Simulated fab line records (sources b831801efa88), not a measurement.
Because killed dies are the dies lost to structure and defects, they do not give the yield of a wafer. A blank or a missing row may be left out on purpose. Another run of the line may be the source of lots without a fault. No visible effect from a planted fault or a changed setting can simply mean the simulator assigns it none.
A struck lot beside a sound one -- flow sky130 -- 23 steps out of a route of 708
Sound: wafers L485.1, L485.3, L485.6. Struck: wafers L489.2, L489.5. (L489.1 of the same lot was not struck and is left out.) The cause comes at the end.
At each step with rows: each side's tool, then ch and its chambers, then its first start. Under that, the readings that differ: sound wafers -- struck wafers -- difference of the means -- sigmas: that difference in standard deviations of wafers without a fault.
alike: readings with means less than 2 such deviations apart, plus words and numbers identical on both sides. not compared: withheld readings, readings lacking a value on some wafer, bounds such as >300 that could conceal the same value, and numbers that have no deviation in the record and whose values overlap.
A row with sigmas, a row that says differs or no value, or rows on one side alone: a step with any of these is where the two part. When numbers do not overlap yet have no deviation, they are printed without sigmas and do not part them. A reading that every wafer of one side lacks parts them only if that side has two wafers or more.

first, 1 step without rows for these wafers: SKY_SONOS_TUNNEL_STRIP_11 (strips in SPM, time 600 s).
SKY_SONOS_TUNNEL_TW_MEAS_12:
  sound on filmMetro-01, day 14 04:34; struck on filmMetro-01, day 15 14:14
  alike: SONOS_TUNNEL_TW
then, 2 steps without rows for these wafers: SKY_SONOS_TUNNEL_CLEAN_13 (cleans in dHF, time 20 s); SKY_SONOS_ONO_OXIDATION_00 (stabilise 600 s, purge 300 s, target thk 2.6 nm).
SKY_SONOS_ONO_THK_MEAS_01:
  sound on filmMetro-02, day 14 05:59; struck on filmMetro-03, day 15 15:53
  alike: SONOS_ONO_OXIDATION_THK
then, 1 step without rows for these wafers: SKY_SONOS_ONO_CVD_02 (deposits Si3N4 from DCS/NH3, target thk 10.5 nm, time 180 s).
SKY_SONOS_ONO_THK_MEAS_03:
  sound on filmMetro-04, day 14 07:50; struck on filmMetro-04, day 15 19:11
reading,sound,struck,difference,sigmas
SONOS_ONO_CVD_02_THK (nm),10.65 10.64 10.61,10.28 10.33,-0.33,-3
then, 1 step without rows for these wafers: SKY_SONOS_ONO_CVD_04 (deposits SiO2 from SiH4/N2O, target thk 5.7199 nm).
SKY_SONOS_ONO_THK_MEAS_05:
  sound on filmMetro-04, day 14 09:09; struck on filmMetro-04, day 15 20:30
  alike: SONOS_ONO_CVD_04_THK
then, 3 steps without rows for these wafers: SKY_SONOS_ONO_DEHYDRATE_06 (time 60 s); SKY_SONOS_ONO_HMDS_07 (prime time 60 s); SKY_SONOS_ONO_COAT_08 (resist thk 1140 nm).
SKY_SONOS_ONO_SOFTBAKE_09: time 60 s.
  sound on lithoTrack-04 ch 0, day 14 22:07; struck on lithoTrack-01 ch 0, day 16 10:02
reading,sound,struck,difference,sigmas
heaterPowerTotalW (W),56.61 56.56 56.65,70.85 70.98,+14.31,+99 or more
runLengthS (s),89.26 89.31 89.27,59.30 59.40,-29.93,-99 or more
then, 2 steps without rows for these wafers: SKY_SONOS_ONO_EXPOSE_10 (exposes mask ONOM, target cd 410 nm); SKY_SONOS_ONO_PEB_11.
SKY_SONOS_ONO_DEVELOP_12: develop time 60 s.
  sound on lithoTrack-04 ch 0, day 15 12:31; struck on lithoTrack-04 ch 0, day 17 00:34
reading,sound,struck,difference,sigmas
model.NOVOLAK_of_SONOS_ONO_COAT_08.thkNm (nm),1142 1139 1141,1163 1162,+22,
SKY_SONOS_ONO_CD_MEAS_13: target cd 410 nm.
  sound on cdSem-02, day 15 12:40; struck on cdSem-01, day 17 00:43
  alike: cdNm
SKY_SONOS_ONO_OVL_MEAS_14:
  sound on overlay-01, day 15 12:47; struck on overlay-02, day 17 00:50
  alike: SONOS_ONO_OVL
SKY_SONOS_ONO_ETCH_15: etches the open film in CHF3/O2, target depth 19.52 nm, time 7.8 s.
  sound on rieDiel-04 ch 0,2,3, day 15 12:49; struck on rieDiel-02 ch 1,3, day 17 00:52
reading,sound,struck,difference,sigmas
model.NOVOLAK_of_SONOS_ONO_COAT_08.thkNm (nm),1125 1123 1124,1146 1146,+22,
  alike: chamberPressureMTorr, drypumpMotorCurrentA, oesProductAu, rfFwdPowerW, throttleValvePct
  not compared: rfHoursCounterH
then, 1 step without rows for these wafers: SKY_SONOS_ONO_WET_ETCH_16 (etches SiO2 in dHF, target depth 14 nm, time 280 s).
SKY_SONOS_ONO_STRIP_17: strips in O2/N2.
  sound on plasmaAsher-02 ch 0,1, day 15 12:56; struck on plasmaAsher-03 ch 0,1, day 17 00:59
reading,sound,struck,difference,sigmas
stripTimeToEndpointS (s),14.11 14.08 14.11,14.37 14.35,+0.26,+6
  alike: chamberPressureMTorr, drypumpMotorCurrentA, oesProductAu
  not compared: rfHoursCounterH
then, 1 step without rows for these wafers: SKY_SONOS_ONO_WET_ETCH_18 (etches Si3N4 in H3PO4, target depth 15 nm, time 172 s).
-- record jumps: 32 days separate the struck wafers' starts on either side; left off in module SONOS_ONO, taken up again in module PAD_OPEN, whose first shown step is the route's number 708 --
SKY_PAD_OPEN_PROBE_99:
  sound on prober-01, day 47 15:02; struck on prober-01, day 48 18:11
  alike: killed_at_M0_to_M3, killed_at_M4_up, killedAtContacts, killedAtFrontEnd, killedAtOther, killedDies, killedOpen, killedShort

== WHERE THEY PART ==
First at SKY_SONOS_ONO_THK_MEAS_03; last, within this record, at SKY_SONOS_ONO_STRIP_17. Later steps at which nothing parts them and some readings are alike: SKY_PAD_OPEN_PROBE_99.

WHY: what the simulator had put in
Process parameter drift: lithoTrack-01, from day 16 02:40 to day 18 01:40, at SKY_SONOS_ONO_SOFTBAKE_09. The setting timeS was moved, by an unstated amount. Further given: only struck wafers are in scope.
